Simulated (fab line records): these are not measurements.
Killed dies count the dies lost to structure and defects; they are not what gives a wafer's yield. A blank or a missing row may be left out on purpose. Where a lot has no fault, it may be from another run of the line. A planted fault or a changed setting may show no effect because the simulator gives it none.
Problem report in the 8D (eight disciplines) form, filled by code || flow gf180mcu || the parts of the form that need people (team, actions taken, sign-off) are left out

## 1. PROBLEM STATEMENT
LVPWELL_TW at GF_LVPWELL_TW_MEAS_11 reads a mean of 517 on 3 wafers of 1 lot; wafers without a fault read 557 with a standard deviation of 4.5. Relative to the usual mean, that is a shift of -8.8 standard deviations.
Seen first at day 6 12:57 on film metro-04, wafer L718.2. The record has a number at this step for 39 wafers belonging to 13 lots. The rule behind "out" and "out of limits": a value lying over 4 standard deviations away from the usual mean. The other wafers with a number count as sound.

## 2. WHAT IT IS; WHAT IT IS NOT
{"question": "which readings at this step", "is": "LVPWELL_TW", "is not": "-"}
{"question": "which lots", "is": "L718", "is not": "L707, L709, L710, L712, L713, L714, L715, L716, L719, L727, L728, L730"}
{"question": "which wafers of those lots", "is": "all that have a number", "is not": "-"}
{"question": "read on which gauges", "is": "film metro-04", "is not": "film metro-02, film metro-03"}
{"question": "when", "is": "from day 6 12:57", "is not": "up to then (24 sound wafers); but 12 sound wafers of L719, L727, L728, L730 came after"}

## 3. SUSPECTS, AND WHAT RULES EACH OUT
Counting: any tool at a process step up to the reading is kept as a suspect provided that every lot that is out went through it and no sound lot did after the first of them.
- the gauge at GF_LVPWELL_TW_MEAS_11 has been ruled out. All the wafers that are out were read on film metro-04, but those of them that GF_NWELL_STRIP_10 has rows for are out there too, on other tools.
- plasma asher-03 at GF_NWELL_STRIP_10 (strips in O2/N2): ruled out as a lasting fault. After its first lot that is out, L718 (day 5 21:11), sound lots L727 ran on it.
- plasma asher-02 at GF_LVPWELL_STRIP_10 (strips in O2/N2): ruled out as a lasting fault. After its first lot that is out, L718 (day 6 12:50), sound lots L727, L730 ran on it.
Left after counting: nothing in the record.

## 4. THE CAUSE (what the simulator had put in)
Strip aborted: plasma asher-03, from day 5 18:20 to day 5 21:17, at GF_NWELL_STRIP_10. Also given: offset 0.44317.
The count ruled it out by mistake, since the rule takes a fault to strike every lot its tool runs from the start of the fault on, and this one did not do so.

## 5. THE CHAIN OF EFFECTS, in route order
Each row: a reading whose mean over the struck wafers that have a number lies more than 3 standard deviations from the usual. Readings are gone through only where the record gives a usual standard deviation; hours: the median, over the lots, of the time from a lot's start at the first step in this table giving one to that lot's start at this step; sigmas: the change measured in usual standard deviations.
{"hours": 0, "step": "GF_NWELL_STRIP_10", "reading": "oes product au", "usual": "0.722 a.u.", "on struck wafers": 0.964, "change": "+0.242", "sigmas": "+59"}
{"hours": 16, "step": "GF_LVPWELL_STRIP_10", "reading": "strip time to endpoint s", "usual": "36.94 s", "on struck wafers": 43.11, "change": "+6.17", "sigmas": "+62"}
{"hours": 16, "step": "GF_LVPWELL_TW_MEAS_11", "reading": "LVPWELL_TW", "usual": 557, "on struck wafers": 517, "change": -40, "sigmas": -8.8}
It contains these process steps:
- GF_NWELL_STRIP_10: strips in O2/N2.
- GF_LVPWELL_STRIP_10: strips in O2/N2.
Readings that are blank on the struck wafers while sound wafers have them: strip time to endpoint s at GF_NWELL_STRIP_10.
Later steps that measure or inspect, where all struck wafers having a row at the step show a number for every such reading and not one has moved that far: GF_MVSD_OVL_MEAS_07.

## 6. WHAT WOULD HAVE CAUGHT IT SOONER
In this record the first reading out of limits at a measuring or inspecting step was taken at day 6 12:57, 19 hours after the fault began at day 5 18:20.
Tool's own readings at GF_NWELL_STRIP_10, oes product au: out on all struck wafers the step has rows for; an alarm limit on them would have tripped on the first.
